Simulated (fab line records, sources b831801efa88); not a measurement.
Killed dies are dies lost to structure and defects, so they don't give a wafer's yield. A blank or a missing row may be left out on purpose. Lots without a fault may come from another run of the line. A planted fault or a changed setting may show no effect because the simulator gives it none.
fab line records | flow sky130
record lots=14 wafers=42 last_day=50
route steps=708 shown FIELD_ISO@19 GATE_OXIDE@197 RES_PROTECT@214
lots that met no fault: from a run of the same line without faults
start_h: hours from the record's first day to the start of the lot's first wafer shown | wait_h: hours since the lot's step before | " the same as in the row above | L1.1+2: a row that stands for several wafers | - no value, or no start given | * or withheld: withheld | < > ~ a bound
route shown NAME@n: a module of which the file shows steps, and the number in the route of the first | usual: mean/standard deviation of fault-free wafers | same: alike in all rows | chamber/n: place in a boat | sites: the reading at each site | _std_site: their standard deviation | _edge_site: outer sites' mean less inner sites' | radius_mm: how far each site lies from the wafer's centre | mask NAME#n: copy n | behind: the tool/chamber that last shaped the wafer | hold: why the lot was held/for how many hours/how that ended | device: the transistor (n, p or np) that didn't switch | end of line: the same wafers' tests at the end of the route | a step without rows: its recipe alone | killed: dies lost to structure and defects at the first sort, not the wafer's yield | map: a wafer's dies, x killed, . not, _ none there
set.NAME: the setting as run; set.NAME@STEP: as run at that earlier step | model.NAME: the simulator's own value behind a step, which no gauge read
steps of the route over a sample of lots; a table a step, a row a wafer
services: from which hour (start_h, from the record's first day; less than 0 if before it) a tool's chamber was out of use, for how many hours, and why
## steps
# step SKY_FIELD_ISO_WET_ETCH_18
# recipe chemistry=H3PO4 target_depth_nm=25 temp_c=160 target=Si3N4 time_s=286
# usual bath_guard_temp_C=160.2/0.48 bath_heat_duty_pct=26/3.5
# columns lot.wafer tool chamber start_h wait_h bath_guard_temp_C bath_heat_duty_pct
L892.2 wet_bench-01 3 29.34 0.0 160.4 29
L892.3 " 3 " " 160.3 27
L892.5 " 3 " " 160.3 29
L893.2 wet_bench-02 0 34.84 0.0 159.7 27
L893.3 " 0 " " 159.4 30
L893.6 " 0 " " 159.5 27
L894.2 wet_bench-02 1 41.54 0.0 161.2 26
L894.3 " 1 " " 160.9 24
L894.5 " 1 " " 161.5 25
L897.1 wet_bench-01 2 53.15 0.0 159.9 26
L897.2 " 2 " " 159.9 29
L897.6 " 2 " " 160.3 27
L898.1 wet_bench-02 2 66.39 0.0 160.0 28
L898.2 " 2 " " 159.6 28
L898.3 " 2 " " 159.7 27
L899.2 wet_bench-01 1 67.34 0.0 160.2 30
L899.3 " 1 " " 160.5 30
L899.4 " 1 " " 160.2 30
L901.1 wet_bench-01 2 75.98 0.1 159.4 27
L901.4 " 2 " " 159.5 27
L901.6 " 2 " " 159.6 26
L906.1 wet_bench-03 2 101.99 0.0 160.5 29
L906.3 " 2 " " 160.2 32
L906.6 " 2 " " 160.2 29
L909.1 wet_bench-01 2 118.39 0.0 - -
L909.4 " 2 " " - -
L909.5 " 2 " " - -
L910.1 wet_bench-02 0 123.58 0.0 - -
L910.5 " 0 " " - -
L910.6 " 0 " " - -
L912.1 wet_bench-01 3 133.53 0.0 160.2 27
L912.2 " 3 " " 160.4 30
L912.6 " 3 " " 160.3 27
L913.1 wet_bench-02 3 138.33 0.0 159.6 24
L913.3 " 3 " " 159.6 26
L913.6 " 3 " " 159.7 24
L914.1 wet_bench-03 1 143.19 0.0 160.1 20
L914.2 " 1 " " 160.1 20
L914.5 " 1 " " 160.6 22
L915.3 wet_bench-02 3 149.28 0.0 159.5 24
L915.5 " 3 " " 159.7 25
L915.6 " 3 " " 159.9 24
# step SKY_GATE_OXIDE_OVL_MEAS_10
# usual GATE_OXIDE_OVL=0.5/1.5
# columns lot.wafer tool chamber start_h wait_h GATE_OXIDE_OVL[nm]
L892.2 overlay-01 - 316.96 0.1 0.0
L892.3 " - " " 1.1
L892.5 " - " " -1.1
L894.2 overlay-02 - 334.30 0.1 0.9
L894.3 " - " " -0.2
L894.5 " - " " 0.7
L893.2 overlay-01 - 335.50 0.1 -2.1
L893.3 " - " " -0.7
L893.6 " - " " -1.9
L897.1 overlay-02 - 339.09 0.1 -1.9
L897.2 " - " " -0.5
L897.6 " - " " -1.3
L898.1 overlay-02 - 368.80 0.1 4.2
L898.2 " - " " 5.9
L898.3 " - " " 4.5
L899.2 overlay-01 - 369.00 0.1 -1.8
L899.3 " - " " 1.1
L899.4 " - " " 0.9
L901.1 overlay-02 - 381.39 0.1 0.6
L901.4 " - " " -2.5
L901.6 " - " " -0.1
L906.1 overlay-01 - 420.19 0.1 1.4
L906.3 " - " " 0.3
L906.6 " - " " 2.8
L912.1 overlay-02 - 479.95 0.1 -0.4
L912.2 " - " " 0.1
L912.6 " - " " 0.5
L913.1 overlay-01 - 488.44 0.1 0.9
L913.3 " - " " 0.0
L913.6 " - " " -1.7
L914.1 overlay-01 - 491.80 0.1 3.8
L914.2 " - " " 2.6
L914.5 " - " " 3.1
L915.3 overlay-02 - 501.21 0.1 1.0
L915.5 " - " " -0.9
L915.6 " - " " 1.0
# step SKY_GATE_OXIDE_STRIP_13
# recipe chemistry=O2/N2 power_w=1400 pressure_mtorr=1500 platen_temp_c=withheld o2_flow_sccm=3000 n2_flow_sccm=300 overash_fraction=0.5
# usual drypump_motor_current_A=5.9/0.49 oes_product_au=0.717/0.0044 strip_time_to_endpoint_s=14.18/0.042
# columns lot.wafer tool chamber start_h wait_h drypump_motor_current_A oes_product_au rf_hours_counter_h strip_time_to_endpoint_s
L892.2 plasma_asher-03 0 317.25 0.0 5.8 0.715 20 14.13
L892.3 " 0 " " 5.8 0.716 - 14.16
L892.5 " 1 " " 5.3 0.716 - 14.17
L894.2 plasma_asher-03 0 334.58 0.0 5.8 0.720 22 14.20
L894.3 " 1 " " 5.3 0.716 - 14.15
L894.5 " 0 " " 5.8 0.724 - 14.19
L893.2 plasma_asher-03 0 335.78 0.0 5.8 0.726 22 14.16
L893.3 " 1 " " 5.3 0.718 - 14.17
L893.6 " 0 " " 5.8 0.723 - 14.16
L897.1 plasma_asher-01 1 339.38 0.0 5.6 0.714 69 14.12
L897.2 " 0 " " 6.1 0.711 69 14.07
L897.6 " 0 " " 6.1 0.715 - 14.12
L898.1 plasma_asher-03 1 369.10 0.0 5.3 0.716 25 14.16
L898.2 " 0 " " 5.8 0.717 25 14.18
L898.3 " 0 " " 5.8 0.718 - 14.14
L899.2 plasma_asher-01 1 369.28 0.0 5.6 0.719 72 14.22
L899.3 " 0 " " 6.1 0.712 - 14.22
L899.4 " 1 " " 5.6 0.715 - 14.19
L901.1 plasma_asher-01 1 381.69 0.0 5.6 0.713 74 14.14
L901.4 " 0 " " 6.1 0.720 - 14.21
L901.6 " 1 " " 5.6 0.724 - 14.16
L906.1 plasma_asher-03 1 420.48 0.0 5.3 0.717 31 14.21
L906.3 " 0 " " 5.8 0.717 - 14.17
L906.6 " 0 " " 5.8 0.721 - 14.22
L912.1 plasma_asher-02 1 480.24 0.0 6.8 0.717 5 14.21
L912.2 " 0 " " 6.1 0.718 5 14.24
L912.6 " 1 " " 6.8 0.721 - 14.20
L913.1 plasma_asher-01 1 489.04 0.0 5.6 0.718 84 14.25
L913.3 " 0 " " 6.1 0.712 - 14.25
L913.6 " 1 " " 5.5 0.720 - 14.26
L914.1 plasma_asher-01 0 492.39 0.0 6.1 0.705 85 14.23
L914.2 " 1 " " 5.5 0.712 85 14.21
L914.5 " 1 " " 5.5 0.718 - 14.27
L915.3 plasma_asher-03 1 501.64 0.0 5.3 0.722 - 14.15
L915.5 " 1 " " 5.3 0.714 - 14.17
L915.6 " 0 " " 5.8 0.721 - 14.18
# step SKY_RES_PROTECT_STRIP_07
# recipe chemistry=O2/N2 power_w=1400 pressure_mtorr=1500 platen_temp_c=withheld o2_flow_sccm=3000 n2_flow_sccm=300 overash_fraction=0.5
# usual drypump_motor_current_A=6.1/0.44 oes_product_au=0.517/0.0046 strip_time_to_endpoint_s=23.29/0.04
# columns lot.wafer tool chamber start_h wait_h drypump_motor_current_A oes_product_au rf_hours_counter_h strip_time_to_endpoint_s
L892.2 plasma_asher-01 1 372.99 0.1 5.6 0.520 72 23.31
L892.3 " 0 " " 6.1 0.517 - 23.28
L892.5 " 0 " " 6.1 0.508 - 23.30
L893.2 plasma_asher-01 0 373.59 0.1 6.1 0.519 72 23.31
L893.3 " 1 " " 5.6 0.522 - 23.31
L893.6 " 0 " " 6.1 0.515 - 23.32
L894.2 plasma_asher-01 0 374.14 0.1 6.2 0.513 73 23.34
L894.3 " 0 " " 6.1 0.516 - 23.30
L894.5 " 0 " " 6.2 0.519 - 23.32
L897.1 plasma_asher-01 0 374.24 0.1 6.1 0.525 73 23.23
L897.2 " 1 " " 5.5 0.510 73 23.25
L897.6 " 1 " " 5.6 0.521 - 23.28
L898.1 plasma_asher-04 1 401.04 0.1 6.6 0.501 61 23.27
L898.2 " 0 " " 5.7 0.515 61 23.24
L898.3 " 0 " " 5.7 0.518 - 23.21
L899.2 plasma_asher-04 0 402.20 0.1 5.8 0.518 61 23.29
L899.3 " 0 " " 5.7 0.518 - 23.32
L899.4 " 1 " " 6.6 0.514 - 23.29
L901.1 plasma_asher-01 1 416.14 0.1 5.6 0.514 77 23.28
L901.4 " 0 " " 6.1 0.517 - 23.32
L901.6 " 0 " " 6.1 0.517 - 23.31
L906.1 plasma_asher-04 1 455.24 0.1 6.5 0.519 67 23.35
L906.3 " 0 " " 5.7 0.510 - 23.31
L906.6 " 1 " " 6.6 0.517 - 23.32
L912.1 plasma_asher-02 1 513.65 0.1 6.8 0.520 8 23.34
L912.2 " 0 " " 6.1 0.517 8 23.32
L912.6 " 1 " " 6.9 0.518 - 23.27
L913.1 plasma_asher-02 1 522.45 0.1 6.8 0.515 9 23.25
L913.3 " 0 " " 6.1 0.516 - 23.19
L913.6 " 1 " " 6.8 0.519 - 23.24
L914.1 plasma_asher-04 1 525.49 0.1 6.6 0.519 74 23.30
L914.2 " 0 " " 5.7 0.517 74 23.33
L914.5 " 1 " " 6.6 0.518 - 23.29
L915.3 plasma_asher-04 0 535.73 0.1 5.7 0.514 - 23.30
L915.5 " 0 " " 5.7 0.519 - 23.30
L915.6 " 1 " " 6.6 0.520 - 23.29
## services
# columns tool chamber start_h hours kind
plasma_asher-02 - 14.16 15.6 pm
plasma_asher-03 - 19.94 14.6 pm
plasma_asher-02 - 37.09 34.3 repair
plasma_asher-02 - 44.06 4.2 repair
wet_bench-01 - 44.62 2.2 repair
plasma_asher-02 - 77.68 14.6 pm
plasma_asher-03 - 84.62 1.5 repair
wet_bench-02 - 93.59 10.2 repair
plasma_asher-03 - 108.75 9.0 pm
plasma_asher-04 - 113.94 2.8 pm
wet_bench-01 - 122.65 1.8 repair
wet_bench-01 - 128.64 4.4 repair
plasma_asher-04 - 159.66 7.4 repair
wet_bench-03 - 178.10 1.2 repair
plasma_asher-04 - 217.21 5.9 repair
plasma_asher-02 - 257.77 0.9 repair
plasma_asher-04 - 302.61 2.5 repair
plasma_asher-02 - 359.50 28.1 pm
plasma_asher-02 - 392.78 0.5 repair
plasma_asher-02 - 421.25 9.0 pm
plasma_asher-02 - 429.16 1.3 repair
plasma_asher-01 - 440.93 0.7 repair
wet_bench-03 - 454.46 1.9 pm
plasma_asher-01 - 519.53 15.6 pm
## key
first_sign step=SKY_FIELD_ISO_WET_ETCH_18 reading=tool_record direction=missing
effect none on later readings
met_at SKY_FIELD_ISO_WET_ETCH_18
struck_lots L909,L910
rows_end L909.1,L909.4,L909.5
later_rows_left_out L910.1,L910.5,L910.6
sort_left_out L910.1,L910.5,L910.6
tester_left_out L910
not_acting_at SKY_GATE_OXIDE_OVL_MEAS_10,SKY_GATE_OXIDE_STRIP_13,SKY_RES_PROTECT_STRIP_07
onset_between 75.98 118.39
fault kind=skipped_step_whole tool=wet_bench-01,wet_bench-02 chamber=- onset_h=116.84 steps=SKY_FIELD_ISO_WET_ETCH_18 scope=struck_lots_only
# tester_left_out: of these lots the tester's yield and bins aren't shown, on N5 and GAA mostly nor the transistor test; their killed dies are dies lost to structure and defects alone, not to doping, threshold or leakage, so they don't give the yield
# sort_left_out: the simulated sort isn't trusted on such a fault, so these wafers' sort isn't shown, and their yield isn't known
# later_rows_left_out: the simulator's readings of these wafers behind a module that went badly wrong aren't trusted and aren't shown, but for the sort
# rows_end: these wafers met a further fault down the route, and their rows from its step on are left out
